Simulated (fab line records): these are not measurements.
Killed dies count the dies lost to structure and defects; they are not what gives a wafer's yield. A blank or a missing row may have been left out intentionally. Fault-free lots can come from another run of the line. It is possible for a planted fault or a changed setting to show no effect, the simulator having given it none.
2 desks, one fault + flow sky130 + each desk has only its own numbers; what lay behind them comes last

== METROLOGY DESK ==
What the gauges read, lot by lot, whatever tool the lot ran on: means of the sampled wafers that have a number. A lot is out of limits, marked OUT, if its mean lies more than 4 standard deviations from the usual mean; the brackets give that distance.
Columns: A = VIA1_OVL at SKY_VIA1_OVL_MEAS_13, usual 2 nm; B = VIA4_W_RS at SKY_VIA4_RS_MEAS_19, usual 0.2274 ohm/sq; C = VIA4_W_THK at SKY_VIA4_THK_MEAS_20, usual 500 nm
| lot  | first seen here | A  | B                | C              |
|------|-----------------|----|------------------|----------------|
| L426 | day 35 16:11    | 0  | 0.2269           | 501            |
| L427 | day 36 00:38    | 7  | 0.2276           | 504            |
| L429 | day 36 20:20    | 1  | 0.2242           | 508            |
| L430 | day 37 04:48    | 2  | 0.2255           | 505            |
| L433 | day 37 16:32    | 10 | 0.2260           | 501            |
| L441 | day 40 05:41    | 0  | 0.2535 (+12) OUT | 462 (-6.3) OUT |
| L443 | day 40 15:43    | 6  | 0.2535 (+12) OUT | 456 (-7.3) OUT |
| L444 | day 40 20:53    | 4  | 0.2282           | 505            |
| L445 | day 41 04:50    | -2 | 0.2305           | 487            |
| L446 | day 41 09:51    | -2 | 0.2275           | 494            |
Per this desk, out of limits: L441, L443; the first was L441, day 48 04:32 (VIA4_W_RS at SKY_VIA4_RS_MEAS_19). L426, L427, L429, L430, L433, L444, L445, L446: within limits.

== THE TOOL OWNER'S DESK: cvd_w-01 ==
The tool's own readings at SKY_VIA4_CVD_18 (deposits W, target thk 505 nm, time 152.14 s): means of the sampled wafers that have a number, for each lot that ran on this tool. A lot is out of limits, marked OUT, if its mean lies more than 4 standard deviations from the usual mean; the brackets give that distance.
Columns: A = heater_power_w at SKY_VIA4_CVD_18, usual 867 W; B = susceptor_temp_C at SKY_VIA4_CVD_18, usual 399.99 C
| lot  | first seen here | A   | B                |
|------|-----------------|-----|------------------|
| L426 | day 44 09:40    | 923 | 400.00           |
| L427 | day 44 17:04    | 898 | 400.22           |
| L429 | day 45 09:13    | 907 | 399.97           |
| L430 | day 45 16:11    | 912 | 400.05           |
| L433 | day 46 02:28    | 905 | 399.85           |
| L441 | day 48 04:22    | 892 | 394.60 (-27) OUT |
| L443 | day 48 09:52    | 874 | 394.59 (-27) OUT |
This desk's verdict: out of limits on L441, L443, starting with L441 at day 48 04:22 (susceptor_temp_C at SKY_VIA4_CVD_18). L426, L427, L429, L430, L433: within limits.

== ALL TOGETHER ==
The tool owner's desk had the chance to raise an alarm at day 48 04:22 on L441, L443.
On L441, L443, the metrology desk was in a position to raise an alarm at day 48 04:32.
On cvd_w-01, each named lot ran SKY_VIA4_CVD_18.

== WHAT WAS PUT IN BY THE SIMULATOR ==
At SKY_VIA4_CVD_18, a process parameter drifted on cvd_w-01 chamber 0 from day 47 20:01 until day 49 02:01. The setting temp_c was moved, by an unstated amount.
Lots struck among those shown: L441, L443.
Counting hours from when the fault started, the first reading out of limits came at 8 for the tool owner's desk and at 9 for the metrology desk.
